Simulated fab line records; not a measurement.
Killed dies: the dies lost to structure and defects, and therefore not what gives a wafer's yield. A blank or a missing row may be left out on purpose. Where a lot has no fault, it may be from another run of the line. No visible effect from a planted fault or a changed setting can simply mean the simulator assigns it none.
Chamber matching -- flow gf180mcu -- cmp-02 running GF_V5_CMP_04: 4 sister chambers
The step polishes SiO2. 20 wafers are shown with their chamber, then 10 later ones without.

## EACH WAFER AND ITS CHAMBER
wafer,chamber,motorCurrentA (A)
L074.2,2,11.6
L074.3,0,12.7
L074.5,1,12.8
L076.1,1,12.5
L076.2,3,11.1
L076.6,1,13.0
L078.1,1,12.9
L078.5,3,10.8
L078.6,0,12.7
L081.1,3,10.6
L081.4,0,12.3
L081.6,2,11.4
L083.3,0,12.9
L083.5,0,13.0
L083.6,1,13.3
L085.3,0,13.0
L085.5,3,11.2
L085.6,2,11.3
L086.2,1,13.1
L086.5,0,12.4

SIGNATURES, as means of the wafers listed above
reading,chamber 0,chamber 1,chamber 2,chamber 3,scatter within a chamber
motorCurrentA,12.714,12.933,11.433,10.925,0.264
Rule: a wafer lies at a distance from a chamber equal to the root of the sum of squares, over the readings, of (its reading less the chamber's mean, divided by the reading's scatter). The wafer belongs to the nearest chamber; if the next one is less than 2 further off, it can't be placed. The scatter: take each reading less its chamber's mean, square it, sum over the shown wafers, divide by the number of wafers less the number of chambers, and take the root.

## WAFERS MISSING THEIR CHAMBER
wafer,motorCurrentA (A)
L086.6,12.6
L087.2,12.9
L087.4,13.1
L087.6,10.5
L089.1,10.6
L089.2,12.4
L089.5,11.9
L092.1,13.2
L092.2,10.6
L092.5,12.3

## CHAMBER TAKEN BY EACH
wafer,from the rows above,in truth
L086.6,can't be placed: 0 or 1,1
L087.2,can't be placed: 1 or 0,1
L087.4,can't be placed: 1 or 0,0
L087.6,can't be placed: 3 or 2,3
L089.1,can't be placed: 3 or 2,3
L089.2,can't be placed: 0 or 1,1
L089.5,can't be placed: 2 or 0 or 3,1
L092.1,can't be placed: 1 or 0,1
L092.2,can't be placed: 3 or 2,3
L092.5,can't be placed: 0 or 1 or 2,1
Correct placement for 0 of the 10. Not placeable from these rows: 10 (in 9, the candidates include the true chamber). Placed wrongly: 0.
